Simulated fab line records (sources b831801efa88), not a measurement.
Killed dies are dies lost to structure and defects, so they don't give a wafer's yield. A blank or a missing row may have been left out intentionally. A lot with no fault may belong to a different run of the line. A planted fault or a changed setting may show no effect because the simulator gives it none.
Which tool is to blame? + flow sky130 + 33 wafers from 11 lots sampled at 5 of the route's 708 steps

== WHAT THE GAUGES READ, wafer by wafer ==
SKY_CAP2M_THK_MEAS_01.
| lot  | measured     | on            | CAP2M_CVD_00_THK (nm) |
|------|--------------|---------------|-----------------------|
| L537 | day 40 11:52 | film metro-04 | 15.39 15.63 15.81     |
| L540 | day 41 12:31 | film metro-01 | 15.62 15.71 15.89     |
| L541 | day 41 21:13 | film metro-02 | 15.18 15.18 15.61     |
| L543 | day 42 10:36 | film metro-01 | 15.95 15.87 15.65     |
| L544 | day 43 00:36 | film metro-04 | 15.51 15.50 15.97     |
| L545 | day 43 12:47 | film metro-04 | 15.76 15.55 16.02     |
| L547 | day 43 18:26 | film metro-04 | 15.58 15.57 15.75     |
| L548 | day 44 00:59 | film metro-01 | 15.20 15.73 15.73     |
| L551 | day 44 13:04 | film metro-01 | 15.62 15.55 15.76     |
| L555 | day 45 13:26 | film metro-04 | 15.19 15.84 15.71     |
| L557 | day 45 23:23 | film metro-01 | 15.77 9.68 15.57      |

SKY_CAP2M_RS_MEAS_03: measures by four-point-probe.
| lot  | measured     | on            | CAP2M_TIN_RS (ohm/sq) |
|------|--------------|---------------|-----------------------|
| L537 | day 40 12:01 | film metro-01 | 6.79 6.73 6.90        |
| L540 | day 41 12:42 | film metro-02 | 6.95 6.78 6.94        |
| L541 | day 41 21:24 | film metro-02 | 6.97 6.91 6.87        |
| L543 | day 42 10:48 | film metro-02 | 6.86 6.81 6.72        |
| L544 | day 43 00:46 | film metro-01 | 6.89 6.82 6.85        |
| L545 | day 43 12:58 | film metro-01 | 6.85 6.83 6.80        |
| L547 | day 43 18:37 | film metro-02 | 6.94 6.89 6.87        |
| L548 | day 44 01:10 | film metro-02 | 6.83 6.94 6.82        |
| L551 | day 44 13:15 | film metro-01 | 6.84 6.99 7.00        |
| L555 | day 45 13:38 | film metro-01 | 6.93 6.79 6.92        |
| L557 | day 45 23:34 | film metro-02 | 7.04 6.96 6.98        |

== EACH LOT AND THE TOOL THAT RAN IT (in order: tool; ch and the chambers of the sampled wafers; start) ==
| lot  | SKY_VIA3_ETCH_15                   | SKY_VIA3_STRIP_16                    | SKY_CAP2M_CVD_00                |
|------|------------------------------------|--------------------------------------|---------------------------------|
| L537 | rie diel-01 ch 1,3, day 40 10:22   | plasma asher-04 ch 0,1, day 40 10:25 | pecvd-01 ch 0,1,2, day 40 11:50 |
| L540 | rie diel-04 ch 2,3, day 41 11:01   | plasma asher-02 ch 0,1, day 41 11:04 | pecvd-03 ch 0,1,2, day 41 12:29 |
| L541 | rie diel-04 ch 0,2,3, day 41 19:40 | plasma asher-01 ch 0,1, day 41 19:44 | pecvd-02 ch 0,2, day 41 21:11   |
| L543 | rie diel-04 ch 0,2,3, day 42 09:02 | plasma asher-01 ch 0,1, day 42 09:08 | pecvd-03 ch 0,1,2, day 42 10:34 |
| L544 | rie diel-04 ch 0,2,3, day 42 22:58 | plasma asher-02 ch 0, day 42 23:02   | pecvd-03 ch 0,1,2, day 43 00:35 |
| L545 | rie diel-03 ch 0,1,3, day 43 11:16 | plasma asher-02 ch 0,1, day 43 11:20 | pecvd-01 ch 0,2, day 43 12:44   |
| L547 | rie diel-04 ch 0,3, day 43 16:53   | plasma asher-04 ch 0,1, day 43 16:57 | pecvd-02 ch 1, day 43 18:23     |
| L548 | rie diel-04 ch 2,3, day 43 23:29   | plasma asher-02 ch 0,1, day 43 23:32 | pecvd-02 ch 1,2, day 44 00:56   |
| L551 | rie diel-04 ch 2,3, day 44 11:34   | plasma asher-02 ch 0,1, day 44 11:38 | pecvd-02 ch 1,2, day 44 13:02   |
| L555 | rie diel-03 ch 1,3, day 45 11:56   | plasma asher-01 ch 0,1, day 45 12:01 | pecvd-01 ch 0,1,2, day 45 13:24 |
| L557 | rie diel-01 ch 0,1, day 45 21:53   | plasma asher-01 ch 0,1, day 45 21:56 | pecvd-02 ch 1,2, day 45 23:21   |
- SKY_VIA3_ETCH_15: etches SiO2 in C4F8/O2/Ar, stops on TiN, target depth 507 nm, time 78 s.
- SKY_VIA3_STRIP_16: strips in O2/N2.
- SKY_CAP2M_CVD_00: deposits SiO2, target thk 15.5 nm.

== WHAT THE TOOLS THEMSELVES READ (means of the sampled wafers that have a number; where no wafer has one, the mark that the record gives instead) ==
SKY_VIA3_ETCH_15.
| lot  | tool        | oes product au (a.u.) |
|------|-------------|-----------------------|
| L537 | rie diel-01 | 0.939                 |
| L540 | rie diel-04 | 0.943                 |
| L541 | rie diel-04 | 0.944                 |
| L543 | rie diel-04 | 0.946                 |
| L544 | rie diel-04 | 0.943                 |
| L545 | rie diel-03 | 0.943                 |
| L547 | rie diel-04 | 0.940                 |
| L548 | rie diel-04 | 0.948                 |
| L551 | rie diel-04 | 0.943                 |
| L555 | rie diel-03 | 0.945                 |
| L557 | rie diel-01 | 0.945                 |

SKY_VIA3_STRIP_16.
| lot  | tool            | drypump motor current A (A) | oes product au (a.u.) | strip time to endpoint s (s) |
|------|-----------------|-----------------------------|-----------------------|------------------------------|
| L537 | plasma asher-04 | 5.75                        | 0.400                 | 4.131                        |
| L540 | plasma asher-02 | 5.83                        | 0.406                 | 4.182                        |
| L541 | plasma asher-01 | 5.50                        | 0.407                 | 4.184                        |
| L543 | plasma asher-01 | 5.66                        | 0.402                 | 4.151                        |
| L544 | plasma asher-02 | 6.05                        | 0.401                 | 4.193                        |
| L545 | plasma asher-02 | 5.81                        | 0.406                 | 4.184                        |
| L547 | plasma asher-04 | 5.74                        | 0.407                 | 4.159                        |
| L548 | plasma asher-02 | 5.59                        | 0.403                 | 4.184                        |
| L551 | plasma asher-02 | 5.82                        | 0.398                 | 4.154                        |
| L555 | plasma asher-01 | 5.50                        | 0.403                 | 4.131                        |
| L557 | plasma asher-01 | 5.51                        | 0.406                 | 4.189                        |

SKY_CAP2M_CVD_00.
| lot  | tool     | heater power w (W) |
|------|----------|--------------------|
| L537 | pecvd-01 | 741                |
| L540 | pecvd-03 | 739                |
| L541 | pecvd-02 | 754                |
| L543 | pecvd-03 | 748                |
| L544 | pecvd-03 | 734                |
| L545 | pecvd-01 | 807                |
| L547 | pecvd-02 | 772                |
| L548 | pecvd-02 | 720                |
| L551 | pecvd-02 | 684                |
| L555 | pecvd-01 | 782                |
| L557 | pecvd-02 | 706                |

== THE ANSWER, worked out from the rows above alone ==
Rule: the lots themselves supply what counts as usual. The widest of any qualifying gaps counts: lots, ordered by their means at a reading, are off when they make up no more than a third of the lots, leave a main group of 4 or more, and stand apart from it by 3 or more times the standard deviation of that group's means. A main group is skipped when, at the precision printed for the reading in the tables above, its means are all equal. Also off: a lot with no number at a reading for which 4 or more lots have one. All remaining lots with rows at the step are treated as sound. First the gauges in route order, then the tools' own readings, where a lot's mean is used as printed above. At the first step where some lot is off, the reading lying furthest off is the one used; lots without a number count as furthest.
Off: at SKY_CAP2M_THK_MEAS_01 (CAP2M_CVD_00_THK), L557. For the main group the mean is 15.63 nm and the standard deviation 0.13.
If a tool, at a process step before that reading, ran all the lots that are off and no sound lot after the first of them, it fits. Gauges at SKY_CAP2M_THK_MEAS_01: tried the same way as those tools. Can't be told from this: 4 tools fit, rie diel-01 at SKY_VIA3_ETCH_15, plasma asher-01 at SKY_VIA3_STRIP_16, pecvd-02 at SKY_CAP2M_CVD_00, film metro-01 at SKY_CAP2M_THK_MEAS_01.

== WHAT THE SIMULATOR PUT IN ==
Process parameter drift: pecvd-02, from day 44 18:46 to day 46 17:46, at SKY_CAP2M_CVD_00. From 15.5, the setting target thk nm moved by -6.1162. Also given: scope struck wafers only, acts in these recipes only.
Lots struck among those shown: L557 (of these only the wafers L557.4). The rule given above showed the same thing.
